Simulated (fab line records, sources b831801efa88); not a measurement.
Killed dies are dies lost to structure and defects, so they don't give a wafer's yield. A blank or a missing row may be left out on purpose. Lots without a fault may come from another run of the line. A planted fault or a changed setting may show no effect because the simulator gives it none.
fab line records | flow sky130
record lots=24 wafers=72 last_day=50
route steps=708 shown CAPM@549 METAL3@563 VIA3@574 METAL4@600 METAL5@675
lots that met no fault: from a run of the same line without faults
start_h: hours from the record's first day to the start of the lot's first wafer shown | wait_h: hours since the lot's step before | " the same as in the row above | L1.1+2: a row that stands for several wafers | - no value, or no start given | * or withheld: withheld | < > ~ a bound
route shown NAME@n: a module of which the file shows steps, and the number in the route of the first | usual: mean/standard deviation of fault-free wafers | same: alike in all rows | chamber/n: place in a boat | sites: the reading at each site | _std_site: their standard deviation | _edge_site: outer sites' mean less inner sites' | radius_mm: how far each site lies from the wafer's centre | mask NAME#n: copy n | behind: the tool/chamber that last shaped the wafer | hold: why the lot was held/for how many hours/how that ended | device: the transistor (n, p or np) that didn't switch | end of line: the same wafers' tests at the end of the route | a step without rows: its recipe alone | killed: dies lost to structure and defects at the first sort, not the wafer's yield | map: a wafer's dies, x killed, . not, _ none there
set.NAME: the setting as run; set.NAME@STEP: as run at that earlier step | model.NAME: the simulator's own value behind a step, which no gauge read
steps of the route over a sample of lots; a table a step, a row a wafer
services: from which hour (start_h, from the record's first day; less than 0 if before it) a tool's chamber was out of use, for how many hours, and why
## steps
# step SKY_CAPM_OVL_MEAS_12
# usual CAPM_OVL=-0.2/1.6
# columns lot.wafer tool chamber start_h wait_h CAPM_OVL[nm]
L074.1 overlay-02 - 878.42 0.1 -3.6
L074.3 " - " " 0.8
L074.5 " - " " -2.0
L076.1 overlay-01 - 898.47 0.1 -0.6
L076.3 " - " " -0.8
L076.5 " - " " 0.1
L075.3 overlay-02 - 901.00 0.1 -2.4
L075.4 " - " " -1.4
L075.5 " - " " -1.4
L078.2 overlay-01 - 907.78 0.1 0.0
L078.3 " - " " 0.0
L078.4 " - " " -0.2
L077.2 overlay-01 - 910.64 0.1 -1.0
L077.3 " - " " 0.5
L077.5 " - " " 0.3
L079.2 overlay-01 - 912.00 0.1 -1.7
L079.5 " - " " -1.1
L079.6 " - " " -1.3
L080.4 overlay-01 - 930.37 0.1 1.4
L080.5 " - " " 1.4
L080.6 " - " " -0.7
L081.2 overlay-01 - 937.10 0.1 0.6
L081.3 " - " " -1.8
L081.4 " - " " 2.2
L082.2 overlay-01 - 938.30 0.1 0.7
L082.4 " - " " 2.5
L082.5 " - " " 2.5
L083.4 overlay-02 - 939.70 0.1 -1.5
L083.5 " - " " 0.6
L083.6 " - " " -0.8
L084.3 overlay-01 - 950.41 0.1 0.0
L084.4 " - " " -1.2
L084.6 " - " " 0.1
L085.3 overlay-02 - 959.43 0.1 0.4
L085.5 " - " " 0.2
L085.6 " - " " -0.9
L086.1 overlay-01 - 965.37 0.1 2.4
L086.4 " - " " 2.6
L086.5 " - " " 0.7
L087.2 overlay-01 - 973.23 0.1 2.2
L087.4 " - " " 2.3
L087.6 " - " " 1.5
L088.3 overlay-02 - 974.13 0.1 -3.2
L088.4 " - " " -1.4
L088.6 " - " " -1.3
L089.2 overlay-02 - 982.90 0.1 1.8
L089.3 " - " " 0.3
L089.5 " - " " -0.3
L090.3 overlay-02 - 985.90 0.1 -0.9
L090.4 " - " " 0.5
L090.5 " - " " 0.1
L091.1 overlay-01 - 998.87 0.1 2.1
L091.4 " - " " 1.6
L091.5 " - " " 0.3
L092.4 overlay-02 - 1004.37 0.1 -2.8
L092.5 " - " " -2.2
L092.6 " - " " -3.6
L093.1 overlay-01 - 1013.47 0.1 -0.1
L093.3 " - " " -1.0
L093.4 " - " " 0.4
L094.1 overlay-02 - 1013.49 0.1 1.3
L094.2 " - " " 0.5
L094.4 " - " " 3.3
L095.1 overlay-02 - 1022.39 0.1 -1.8
L095.5 " - " " -0.9
L095.6 " - " " -0.8
L096.3 overlay-02 - 1024.10 0.1 -1.5
L096.5 " - " " -2.2
L096.6 " - " " -0.2
L097.2 overlay-02 - 1033.13 0.1 0.7
L097.4 " - " " -0.3
L097.5 " - " " -0.2
# step SKY_METAL3_CD_MEAS_13
# recipe target_cd_nm=300
# usual cd_nm=300.3/1.6
# columns lot.wafer tool chamber start_h wait_h cd_nm
L074.1 cd_sem-01 - 904.66 - 299.9
L074.3 " - " " 300.3
L074.5 " - " " 300.0
L076.1 cd_sem-01 - 923.78 - 299.7
L076.3 " - " " 299.1
L076.5 " - " " 298.4
L075.3 cd_sem-02 - 926.37 - 299.7
L075.4 " - " " 301.6
L075.5 " - " " 300.7
L078.2 cd_sem-01 - 932.32 - 300.1
L078.3 " - " " 300.9
L078.4 " - " " 299.7
L077.2 cd_sem-02 - 936.43 - 299.2
L077.3 " - " " 298.9
L077.5 " - " " 299.1
L079.2 cd_sem-02 - 937.70 - 300.1
L079.5 " - " " 301.5
L079.6 " - " " 300.5
L080.4 cd_sem-02 - 955.56 - 302.4
L080.5 " - " " 301.0
L080.6 " - " " 302.3
L081.2 cd_sem-02 - 961.96 - 299.3
L081.3 " - " " 297.1
L081.4 " - " " 299.0
L082.2 cd_sem-02 - 963.56 - 298.4
L082.4 " - " " 299.7
L082.5 " - " " 299.5
L083.4 cd_sem-01 - 965.30 - 301.5
L083.5 " - " " 301.2
L083.6 " - " " 299.8
L084.3 cd_sem-01 - 975.10 - 298.7
L084.4 " - " " 299.7
L084.6 " - " " 301.3
L085.3 cd_sem-02 - 983.50 - 298.5
L085.5 " - " " 300.6
L085.6 " - " " 298.8
L086.1 cd_sem-02 - 989.79 - 300.7
L086.4 " - " " 300.6
L086.5 " - " " 300.1
L087.2 cd_sem-01 - 997.61 - 299.7
L087.4 " - " " 299.2
L087.6 " - " " 301.1
L088.3 cd_sem-02 - 998.74 - 298.0
L088.4 " - " " 298.9
L088.6 " - " " 297.9
L089.2 cd_sem-01 - 1007.11 - 300.8
L089.3 " - " " 300.5
L089.5 " - " " 299.2
L090.3 cd_sem-02 - 1009.95 - 299.6
L090.4 " - " " 299.6
L090.5 " - " " 299.5
L091.1 cd_sem-01 - 1022.26 - 303.8
L091.4 " - " " 303.8
L091.5 " - " " 304.2
L092.4 cd_sem-01 - 1028.61 - 302.0
L092.5 " - " " 300.9
L092.6 " - " " 301.0
L093.1 cd_sem-02 - 1035.45 - 299.5
L093.3 " - " " 300.6
L093.4 " - " " 299.8
L094.1 cd_sem-02 - 1036.40 - 301.3
L094.2 " - " " 301.5
L094.4 " - " " 301.5
L095.1 cd_sem-02 - 1045.24 - 295.8
L095.5 " - " " 296.3
L095.6 " - " " 296.6
L096.3 cd_sem-02 - 1046.64 - 299.1
L096.5 " - " " 299.2
L096.6 " - " " 299.8
L097.2 cd_sem-02 - 1055.91 - 303.6
L097.4 " - " " 303.1
L097.5 " - " " 303.1
# step SKY_METAL3_STRIP_19
# recipe chemistry=O2/N2 power_w=1400 pressure_mtorr=1500 platen_temp_c=withheld o2_flow_sccm=3000 n2_flow_sccm=300 overash_fraction=0.5
# usual drypump_motor_current_A=5.6/0.69 oes_product_au=0.501/0.0062 strip_time_to_endpoint_s=6.51/0.075
# columns lot.wafer tool chamber start_h wait_h drypump_motor_current_A oes_product_au rf_hours_counter_h strip_time_to_endpoint_s
L074.1 plasma_asher-01 0 905.14 0.1 4.9 0.502 16 6.51
L074.3 " 0 " " 4.8 0.501 - 6.48
L074.5 " 0 " " 4.8 0.496 - 6.50
L076.1 plasma_asher-04 1 924.27 0.1 6.7 0.497 49 6.47
L076.3 " 1 " " 6.7 0.500 - 6.48
L076.5 " 1 " " 6.7 0.506 - 6.41
L075.3 plasma_asher-04 1 926.85 0.1 6.7 0.505 - 6.43
L075.4 " 0 " " 5.1 0.495 - 6.43
L075.5 " 0 " " 5.1 0.498 - 6.39
L078.2 plasma_asher-04 1 932.78 0.1 6.7 0.502 50 6.42
L078.3 " 1 " " 6.7 0.496 - 6.44
L078.4 " 0 " " 5.1 0.494 - 6.47
L077.2 plasma_asher-04 1 936.89 0.1 6.7 0.511 51 6.56
L077.3 " 0 " " 5.1 0.493 - 6.52
L077.5 " 1 " " 6.7 0.498 - 6.47
L079.2 plasma_asher-04 0 938.17 0.1 5.1 0.499 51 6.41
L079.5 " 0 " " 5.1 0.500 - 6.43
L079.6 " 1 " " 6.7 0.494 - 6.52
L080.4 plasma_asher-01 1 956.01 0.1 5.2 0.498 - 6.46
L080.5 " 0 " " 4.9 0.502 - 6.47
L080.6 " 1 " " 5.2 0.501 - 6.50
L081.2 plasma_asher-03 0 962.42 0.1 6.2 0.500 82 6.47
L081.3 " 1 " " 5.3 0.502 - 6.50
L081.4 " 0 " " 6.2 0.500 - 6.51
L082.2 plasma_asher-04 0 964.02 0.1 5.1 0.514 53 6.53
L082.4 " 1 " " 6.7 0.500 - 6.48
L082.5 " 0 " " 5.1 0.496 - 6.55
L083.4 plasma_asher-01 1 965.75 0.1 5.2 0.503 - 6.50
L083.5 " 1 " " 5.2 0.492 - 6.44
L083.6 " 0 " " 4.8 0.505 - 6.56
L084.3 plasma_asher-04 0 975.58 0.1 5.1 0.505 - 6.63
L084.4 " 1 " " 6.7 0.506 - 6.55
L084.6 " 1 " " 6.7 0.493 - 6.51
L085.3 plasma_asher-03 1 983.98 0.1 5.3 0.489 - 6.40
L085.5 " 0 " " 6.2 0.504 - 6.42
L085.6 " 1 " " 5.3 0.498 - 6.48
L086.1 plasma_asher-03 0 990.27 0.1 6.2 0.500 84 6.60
L086.4 " 1 " " 5.3 0.508 - 6.60
L086.5 " 0 " " 6.2 0.505 - 6.47
L087.2 plasma_asher-04 1 998.13 0.2 6.7 0.496 57 6.44
L087.4 " 0 " " 5.1 0.506 - 6.53
L087.6 " 1 " " 6.7 0.496 - 6.44
L088.3 plasma_asher-03 1 999.27 0.1 5.3 0.502 - 6.66
L088.4 " 0 " " 6.2 0.500 - 6.50
L088.6 " 1 " " 5.2 0.508 - 6.57
L089.2 plasma_asher-01 1 1007.57 0.1 5.2 0.498 26 6.42
L089.3 " 0 " " 4.9 0.493 - 6.40
L089.5 " 1 " " 5.2 0.492 - 6.36
L090.3 plasma_asher-04 0 1010.43 0.1 5.1 0.502 - 6.44
L090.4 " 1 " " 6.7 0.505 - 6.60
L090.5 " 1 " " 6.7 0.507 - 6.61
L091.1 plasma_asher-03 1 1022.80 0.2 5.3 0.499 88 6.43
L091.4 " 0 " " 6.2 0.508 - 6.59
L091.5 " 0 " " 6.2 0.516 - 6.55
L092.4 plasma_asher-04 1 1029.06 0.1 6.7 0.505 - 6.50
L092.5 " 0 " " 5.1 0.492 - 6.44
L092.6 " 1 " " 6.7 0.498 - 6.54
L093.1 plasma_asher-04 0 1036.11 0.3 5.1 0.515 60 6.64
L093.3 " 0 " " 5.2 0.500 - 6.59
L093.4 " 1 " " 6.7 0.515 - 6.63
L094.1 plasma_asher-03 0 1037.06 0.3 6.2 0.501 89 6.61
L094.2 " 1 " " 5.3 0.513 89 6.61
L094.4 " 1 " " 5.3 0.501 - 6.57
L095.1 plasma_asher-01 1 1045.90 0.3 5.2 0.513 30 6.59
L095.5 " 1 " " 5.2 0.504 - 6.60
L095.6 " 0 " " 4.8 0.497 - 6.57
L096.3 plasma_asher-03 1 1047.24 0.1 5.3 0.496 - 6.51
L096.5 " 1 " " 5.2 0.505 - 6.64
L096.6 " 0 " " 6.2 0.492 - 6.50
L097.2 plasma_asher-01 1 1056.37 0.1 5.2 0.507 31 6.54
L097.4 " 0 " " 4.9 0.508 - 6.53
L097.5 " 0 " " 4.8 0.510 - 6.56
# step SKY_VIA3_THK_MEAS_01
# recipe reads=SiO2_of_VIA3_HDPCVD_00
# usual VIA3_HDPCVD_THK=1628/13
# columns lot.wafer tool chamber start_h wait_h VIA3_HDPCVD_THK[nm]
L074.1 film_metro-02 - 905.90 0.1 1640
L074.3 " - " " 1619
L074.5 " - " " 1605
L076.1 film_metro-02 - 925.03 0.1 1631
L076.3 " - " " 1627
L076.5 " - " " 1644
L075.3 film_metro-03 - 927.60 0.1 1628
L075.4 " - " " 1605
L075.5 " - " " 1619
L078.2 film_metro-03 - 933.55 0.1 1617
L078.3 " - " " 1624
L078.4 " - " " 1626
L077.2 film_metro-02 - 937.71 0.1 1637
L077.3 " - " " 1636
L077.5 " - " " 1637
L079.2 film_metro-03 - 938.98 0.1 1610
L079.5 " - " " 1613
L079.6 " - " " 1606
L080.4 film_metro-02 - 956.77 0.0 1650
L080.5 " - " " 1639
L080.6 " - " " 1640
L081.2 film_metro-02 - 963.20 0.1 1623
L081.3 " - " " 1614
L081.4 " - " " 1638
L082.2 film_metro-02 - 964.79 0.1 1634
L082.4 " - " " 1616
L082.5 " - " " 1640
L083.4 film_metro-03 - 966.52 0.0 1632
L083.5 " - " " 1629
L083.6 " - " " 1630
L084.3 film_metro-02 - 976.32 0.1 1624
L084.4 " - " " 1621
L084.6 " - " " 1606
L085.3 film_metro-03 - 984.75 0.1 1626
L085.5 " - " " 1626
L085.6 " - " " 1631
L086.1 film_metro-01 - 991.09 0.1 1625
L086.4 " - " " 1648
L086.5 " - " " 1633
L087.2 film_metro-02 - 999.30 0.1 1626
L087.4 " - " " 1642
L087.6 " - " " 1646
L088.3 film_metro-02 - 1000.02 0.1 1615
L088.4 " - " " 1613
L088.6 " - " " 1610
L089.2 film_metro-03 - 1008.34 0.1 1628
L089.3 " - " " 1641
L089.5 " - " " 1630
L090.3 film_metro-01 - 1011.18 0.1 1655
L090.4 " - " " 1654
L090.5 " - " " 1642
L091.1 film_metro-03 - 1023.63 0.1 1624
L091.4 " - " " 1611
L091.5 " - " " 1615
L092.4 film_metro-02 - 1029.82 0.0 1616
L092.5 " - " " 1625
L092.6 " - " " 1612
L093.1 film_metro-03 - 1036.91 0.1 1614
L093.3 " - " " 1631
L093.4 " - " " 1632
L094.1 film_metro-01 - 1037.82 0.1 1631
L094.2 " - " " 1619
L094.4 " - " " 1620
L095.1 film_metro-02 - 1046.69 0.1 1658
L095.5 " - " " 1628
L095.6 " - " " 1603
L096.3 film_metro-01 - 1048.03 0.1 1622
L096.5 " - " " 1645
L096.6 " - " " 1627
L097.2 film_metro-03 - 1057.14 0.1 1619
L097.4 " - " " 1616
L097.5 " - " " 1651
# step SKY_METAL4_SPUTTER_02
# recipe material=AlCu target_thk_nm=735 power_w=10600 time_s=39.1 chamber_pressure_pa=0.4
# usual throttle_valve_pct=30.3/1.3
# columns lot.wafer tool chamber start_h wait_h throttle_valve_pct
L074.1 pvd_sputter-01 - 932.07 0.0 30.6
L074.3 " - " " 31.4
L074.5 " - " " 31.4
L076.1 pvd_sputter-04 - 951.83 0.0 28.4
L076.3 " - " " 29.1
L076.5 " - " " 31.4
L075.3 pvd_sputter-01 - 954.48 0.0 30.7
L075.4 " - " " 31.5
L075.5 " - " " 32.2
L078.2 pvd_sputter-04 - 959.90 0.0 28.6
L078.3 " - " " 29.5
L078.4 " - " " 31.2
L077.2 pvd_sputter-04 - 964.43 0.0 31.6
L077.3 " - " " 31.4
L077.5 " - " " 31.7
L079.2 pvd_sputter-04 - 965.46 0.0 28.4
L079.5 " - " " 31.6
L079.6 " - " " 30.9
L080.4 pvd_sputter-04 - 982.53 0.0 28.5
L080.5 " - " " 31.6
L080.6 " - " " 31.0
L081.2 pvd_sputter-04 - 988.15 0.0 31.3
L081.3 " - " " 31.6
L081.4 " - " " 29.4
L082.2 pvd_sputter-01 - 990.70 0.0 31.3
L082.4 " - " " 32.0
L082.5 " - " " 28.5
L083.4 pvd_sputter-02 - 992.51 0.0 30.8
L083.5 " - " " 32.0
L083.6 " - " " 30.6
L084.3 pvd_sputter-01 - 1002.29 0.0 31.2
L084.4 " - " " 32.1
L084.6 " - " " 32.0
L085.3 pvd_sputter-02 - 1010.90 0.0 30.7
L085.5 " - " " 30.8
L085.6 " - " " 32.1
L086.1 pvd_sputter-01 - 1016.07 0.0 32.2
L086.4 " - " " 30.1
L086.5 " - " " 31.5
L087.2 pvd_sputter-04 - 1023.98 0.0 28.6
L087.4 " - " " 31.1
L087.6 " - " " 28.4
L088.3 pvd_sputter-01 - 1025.18 0.0 30.6
L088.4 " - " " 28.2
L088.6 " - " " 28.1
L089.2 pvd_sputter-01 - 1033.70 0.0 31.4
L089.3 " - " " 32.1
L089.5 " - " " 28.5
L090.3 pvd_sputter-01 - 1036.50 0.0 30.3
L090.4 " - " " 32.0
L090.5 " - " " 30.4
L091.1 pvd_sputter-01 - 1048.15 0.0 30.6
L091.4 " - " " 31.4
L091.5 " - " " 28.6
L092.4 pvd_sputter-04 - 1054.28 0.0 29.2
L092.5 " - " " 29.3
L092.6 " - " " 31.3
L093.1 pvd_sputter-02 - 1061.28 0.0 32.1
L093.3 " - " " 29.3
L093.4 " - " " 30.8
L094.1 pvd_sputter-04 - 1061.62 0.0 28.5
L094.2 " - " " 29.3
L094.4 " - " " 31.7
L095.1 pvd_sputter-02 - 1069.85 0.0 29.6
L095.5 " - " " 29.4
L095.6 " - " " 29.6
L096.3 pvd_sputter-04 - 1072.15 0.0 31.2
L096.5 " - " " 29.2
L096.6 " - " " 31.3
L097.2 pvd_sputter-04 - 1081.09 0.0 31.4
L097.4 " - " " 28.2
L097.5 " - " " 31.0
# step SKY_METAL5_DESCUM_14
# recipe chemistry=O2 source_power_w=150 bias_power_w=0 pressure_mtorr=10 temp_c=40 time_s=11
# usual drypump_motor_current_A=5.8/0.46 oes_product_au=1.003/0.0091
# same bias_power_w=0
# columns lot.wafer tool chamber start_h wait_h drypump_motor_current_A oes_product_au rf_hours_counter_h
L074.1 rie_metal-02 0 1030.44 0.1 5.6 1.002 10
L074.3 " 0 " " 5.6 1.007 -
L074.5 " 0 " " 5.6 1.001 -
L076.1 rie_metal-03 1 1049.04 0.1 6.0 1.005 16
L076.3 " 0 " " 6.5 0.992 -
L076.5 " 0 " " 6.6 1.011 -
L075.3 rie_metal-01 1 1051.02 0.1 5.2 0.992 -
L075.4 " 0 " " 5.4 1.003 -
L075.5 " 1 " " 5.2 0.990 -
L078.2 rie_metal-03 1 1056.81 0.1 6.0 1.004 16
L078.3 " 1 " " 6.0 1.016 -
L078.4 " 0 " " 6.5 1.012 -
L077.2 rie_metal-01 0 1061.62 0.1 5.4 1.008 10
L077.3 " 1 " " 5.2 0.990 -
L077.5 " 0 " " 5.4 1.007 -
L079.2 rie_metal-03 1 1061.92 0.1 6.0 1.009 17
L079.5 " 0 " " 6.5 1.009 -
L079.6 " 1 " " 6.1 1.002 -
L080.4 rie_metal-03 1 1077.05 0.1 6.0 1.008 -
L080.5 " 1 " " 6.0 1.000 -
L080.6 " 1 " " 6.0 1.006 -
L081.2 rie_metal-03 1 1080.82 0.1 6.0 1.011 -
L081.3 " 1 " " 6.0 1.005 -
L081.4 " 1 " " 6.0 1.002 -
L082.2 rie_metal-02 1 1082.91 0.1 5.3 1.015 15
L082.4 " 0 " " 5.6 0.992 -
L082.5 " 0 " " 5.6 0.990 -
L083.4 rie_metal-01 1 1084.95 0.1 5.2 0.988 -
L083.5 " 1 " " 5.3 0.996 -
L083.6 " 0 " " 5.4 0.999 -
L084.3 rie_metal-02 0 1093.83 0.1 5.6 0.989 -
L084.4 " 1 " " 5.4 1.011 -
L084.6 " 1 " " 5.4 1.013 -
L085.3 rie_metal-03 1 1102.53 0.1 6.0 1.008 -
L085.5 " 0 " " 6.5 1.016 -
L085.6 " 1 " " 6.1 1.012 -
L086.1 rie_metal-01 0 1106.76 0.1 5.4 1.003 14
L086.4 " 0 " " 5.4 1.013 -
L086.5 " 1 " " 5.2 0.993 -
L087.2 rie_metal-03 0 1112.41 0.1 6.5 1.006 23
L087.4 " 0 " " 6.5 1.011 -
L087.6 " 1 " " 6.1 1.004 -
L088.3 rie_metal-02 0 1113.68 0.1 5.6 0.999 -
L088.4 " 1 " " 5.4 1.008 -
L088.6 " 1 " " 5.4 1.009 -
L089.2 rie_metal-01 1 1122.42 0.1 5.3 0.981 23
L089.3 " 1 " " 5.2 0.983 -
L089.5 " 1 " " 5.2 1.000 -
L090.3 rie_metal-01 1 1124.12 0.1 5.3 0.984 -
L090.4 " 0 " " 5.4 0.999 -
L090.5 " 0 " " 5.4 0.999 -
L091.1 rie_metal-03 0 1134.74 0.1 6.6 1.011 24
L091.4 " 0 " " 6.6 1.014 -
L091.5 " 0 " " 6.6 1.015 -
L092.4 rie_metal-01 0 1139.68 0.1 5.4 1.008 -
L092.5 " 1 " " 5.2 0.983 -
L092.6 " 0 " " 5.4 1.001 -
L093.1 rie_metal-03 1 1146.04 0.1 6.1 1.023 23
L093.3 " 1 " " 6.0 1.011 -
L093.4 " 0 " " 6.6 1.015 -
L094.1 rie_metal-02 0 1146.96 0.1 5.6 0.988 18
L094.2 " 1 " " 5.4 1.015 20
L094.4 " 0 " " 5.6 0.994 -
L095.1 rie_metal-03 1 1152.44 0.1 6.0 1.007 24
L095.5 " 0 " " 6.5 1.017 -
L095.6 " 1 " " 6.0 1.010 -
L096.3 rie_metal-03 0 1154.50 0.1 6.5 1.015 -
L096.5 " 0 " " 6.5 1.013 -
L096.6 " 1 " " 6.0 1.006 -
L097.2 rie_metal-01 1 1163.27 0.1 5.2 0.992 27
L097.4 " 1 " " 5.2 0.993 -
L097.5 " 1 " " 5.2 0.989 -
## services
# columns tool chamber start_h hours kind
plasma_asher-04 - 910.51 2.9 repair
pvd_sputter-04 - 911.24 1.8 repair
rie_metal-02 - 924.23 14.6 pm
plasma_asher-03 - 929.29 0.7 repair
pvd_sputter-02 - 939.99 5.9 repair
plasma_asher-04 - 945.42 1.1 repair
pvd_sputter-04 2 964.54 - consumable_replace:kit
pvd_sputter-04 2 964.54 18.0 scheduled_down
pvd_sputter-04 2 964.54 18.0 vent_cycle
pvd_sputter-01 3 968.65 - consumable_replace:kit
pvd_sputter-01 3 968.65 18.0 scheduled_down
pvd_sputter-01 3 968.65 18.0 vent_cycle
rie_metal-02 - 1007.86 2.8 pm
pvd_sputter-04 - 1018.89 4.5 repair
pvd_sputter-01 - 1048.43 25.2 repair
pvd_sputter-01 - 1054.38 3.5 repair
rie_metal-03 0 1074.85 10.5 repair
rie_metal-01 - 1076.39 0.4 repair
pvd_sputter-01 2 1102.88 - consumable_replace:kit
pvd_sputter-01 2 1102.88 18.0 scheduled_down
rie_metal-03 - 1110.33 0.4 repair
pvd_sputter-04 1 1142.65 - consumable_replace:kit
pvd_sputter-04 1 1142.65 18.0 scheduled_down
pvd_sputter-04 1 1142.65 18.0 vent_cycle
## key
fault none
